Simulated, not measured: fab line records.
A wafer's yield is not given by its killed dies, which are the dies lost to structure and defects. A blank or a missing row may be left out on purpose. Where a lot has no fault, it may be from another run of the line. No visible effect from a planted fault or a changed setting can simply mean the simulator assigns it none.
Check for tools in common :: flow sky130 :: 12 lots and 36 wafers in the sample

## WHY THIS WAS OPENED
At SKY_VT_ADJUST_HVTP_OVL_MEAS_08 the reading VT_ADJUST_HVTP_OVL is flagged on 3 of 12 lots. Wafers without a fault read 0.4 nm, standard deviation 1.4.
Rule: a lot gets a flag if all its wafers with a number sit over 4 standard deviations from that mean, or if no wafer of it has a number. All remaining lots are regarded as sound.

lot: L629
measured: day 6 21:01
on: overlay-02
VT_ADJUST_HVTP_OVL (nm), wafer by wafer: 0.7 0.4 0.6
flag: 

lot: L630
measured: day 7 03:44
on: overlay-02
VT_ADJUST_HVTP_OVL (nm), wafer by wafer: -0.1 0.4 0.0
flag: 

lot: L631
measured: day 7 12:43
on: overlay-01
VT_ADJUST_HVTP_OVL (nm), wafer by wafer: 3.2 1.5 1.3
flag: 

lot: L632
measured: day 7 14:24
on: overlay-02
VT_ADJUST_HVTP_OVL (nm), wafer by wafer: -1.7 -1.9 -0.6
flag: 

lot: L634
measured: day 8 05:40
on: overlay-01
VT_ADJUST_HVTP_OVL (nm), wafer by wafer: 0.0 -0.7 0.2
flag: 

lot: L635
measured: day 8 12:41
on: overlay-02
VT_ADJUST_HVTP_OVL (nm), wafer by wafer: -0.7 -0.4 -0.2
flag: 

lot: L636
measured: day 8 16:23
on: overlay-01
VT_ADJUST_HVTP_OVL (nm), wafer by wafer: 2.4 0.3 0.4
flag: 

lot: L637
measured: day 8 23:46
on: overlay-02
VT_ADJUST_HVTP_OVL (nm), wafer by wafer: -0.9 0.0 1.5
flag: 

lot: L640
measured: day 9 15:04
on: overlay-01
VT_ADJUST_HVTP_OVL (nm), wafer by wafer: -120.1 -120.8 -121.3
flag: FLAGGED

lot: L642
measured: day 10 10:46
on: overlay-02
VT_ADJUST_HVTP_OVL (nm), wafer by wafer: -120.9 -120.4 -119.6
flag: FLAGGED

lot: L647
measured: day 11 16:01
on: overlay-01
VT_ADJUST_HVTP_OVL (nm), wafer by wafer: -120.2 -124.9 -120.5
flag: FLAGGED

lot: L649
measured: day 12 05:44
on: overlay-02
VT_ADJUST_HVTP_OVL (nm), wafer by wafer: 1.8 0.9 1.0
flag: 
The numbers of the flagged lots are -121.0 nm on average: -121.4 nm against the usual, or -87 standard deviations.

## TOOL THAT RAN EACH LOT
2 process steps preceding the reading are held in the record, out of 708 steps in the route. Every cell lists first the tool, next ch and the chambers used by the sampled wafers, and last the start.
lot: L629
flag: 
SKY_FIELD_ISO_STRIP_16: plasma-asher-03 ch 1, day 2 20:34
SKY_VT_ADJUST_HVTP_EXPOSE_04: iline-stepper-02 ch 0, day 6 12:09

lot: L630
flag: 
SKY_FIELD_ISO_STRIP_16: plasma-asher-04 ch 0,1, day 3 01:12
SKY_VT_ADJUST_HVTP_EXPOSE_04: iline-stepper-02 ch 0, day 6 17:53

lot: L631
flag: 
SKY_FIELD_ISO_STRIP_16: plasma-asher-03 ch 0,1, day 3 10:07
SKY_VT_ADJUST_HVTP_EXPOSE_04: iline-stepper-01 ch 0, day 7 02:50

lot: L632
flag: 
SKY_FIELD_ISO_STRIP_16: plasma-asher-02 ch 0,1, day 3 12:23
SKY_VT_ADJUST_HVTP_EXPOSE_04: iline-stepper-02 ch 0, day 7 04:22

lot: L634
flag: 
SKY_FIELD_ISO_STRIP_16: plasma-asher-04 ch 0,1, day 4 00:04
SKY_VT_ADJUST_HVTP_EXPOSE_04: iline-stepper-01 ch 0, day 7 18:45

lot: L635
flag: 
SKY_FIELD_ISO_STRIP_16: plasma-asher-04 ch 0,1, day 4 03:12
SKY_VT_ADJUST_HVTP_EXPOSE_04: iline-stepper-01 ch 0, day 8 02:53

lot: L636
flag: 
SKY_FIELD_ISO_STRIP_16: plasma-asher-02 ch 0,1, day 4 09:16
SKY_VT_ADJUST_HVTP_EXPOSE_04: iline-stepper-01 ch 0, day 8 06:21

lot: L637
flag: 
SKY_FIELD_ISO_STRIP_16: plasma-asher-03 ch 0,1, day 4 13:52
SKY_VT_ADJUST_HVTP_EXPOSE_04: iline-stepper-02 ch 0, day 8 12:47

lot: L640
flag: FLAGGED
SKY_FIELD_ISO_STRIP_16: plasma-asher-02 ch 0,1, day 5 06:40
SKY_VT_ADJUST_HVTP_EXPOSE_04: iline-stepper-02 ch 0, day 9 05:37

lot: L642
flag: FLAGGED
SKY_FIELD_ISO_STRIP_16: plasma-asher-04 ch 0,1, day 5 16:37
SKY_VT_ADJUST_HVTP_EXPOSE_04: iline-stepper-02 ch 0, day 9 23:16

lot: L647
flag: FLAGGED
SKY_FIELD_ISO_STRIP_16: plasma-asher-02 ch 0,1, day 6 18:59
SKY_VT_ADJUST_HVTP_EXPOSE_04: iline-stepper-02 ch 0, day 11 04:41

lot: L649
flag: 
SKY_FIELD_ISO_STRIP_16: plasma-asher-02 ch 0,1, day 7 04:51
SKY_VT_ADJUST_HVTP_EXPOSE_04: iline-stepper-01 ch 0, day 11 17:05
What these steps do:
- SKY_FIELD_ISO_STRIP_16: strips in O2/N2.
- SKY_VT_ADJUST_HVTP_EXPOSE_04: exposes mask HVTPM, target cd 380 nm.
- SKY_VT_ADJUST_HVTP_OVL_MEAS_08

## FLAGGED OVER TOTAL, TOOL BY TOOL (the gauges that took the reading come last)
step: SKY_FIELD_ISO_STRIP_16
tool: plasma-asher-02
lots run: 5
flagged: 2
share of the flagged lots: some
sound lots run after its first flagged lot: 1 (L649)

step: SKY_FIELD_ISO_STRIP_16
tool: plasma-asher-03
lots run: 3
flagged: 0
share of the flagged lots: none
sound lots run after its first flagged lot: -

step: SKY_FIELD_ISO_STRIP_16
tool: plasma-asher-04
lots run: 4
flagged: 1
share of the flagged lots: some
sound lots run after its first flagged lot: 0

step: SKY_VT_ADJUST_HVTP_EXPOSE_04
tool: iline-stepper-01
lots run: 5
flagged: 0
share of the flagged lots: none
sound lots run after its first flagged lot: -

step: SKY_VT_ADJUST_HVTP_EXPOSE_04
tool: iline-stepper-02
lots run: 7
flagged: 3
share of the flagged lots: all
sound lots run after its first flagged lot: 0

step: SKY_VT_ADJUST_HVTP_OVL_MEAS_08
tool: overlay-01
lots run: 5
flagged: 2
share of the flagged lots: some
sound lots run after its first flagged lot: 0

step: SKY_VT_ADJUST_HVTP_OVL_MEAS_08
tool: overlay-02
lots run: 7
flagged: 1
share of the flagged lots: some
sound lots run after its first flagged lot: 1 (L649)

## THE TABLE: WHAT IT ALLOWS
Rows of the table that ran each flagged lot: 1, that is iline-stepper-02 at SKY_VT_ADJUST_HVTP_EXPOSE_04.
- iline-stepper-02 at SKY_VT_ADJUST_HVTP_EXPOSE_04 ran 7 lots, 3 of them flagged. It ran its last sound lot, L637, at day 8 12:47 and its first flagged lot, L640, at day 9 05:37: a fault with its onset between the two fits.
Just one tool remains: iline-stepper-02 at SKY_VT_ADJUST_HVTP_EXPOSE_04.

## WHAT HAD BEEN PUT IN BY THE SIMULATOR
Scanner matching overlay: iline-stepper-02, from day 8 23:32 on, at SKY_VT_ADJUST_HVTP_EXPOSE_04. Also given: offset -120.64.
Shown lots that were struck: L640, L642, L647. The rule above found the same.
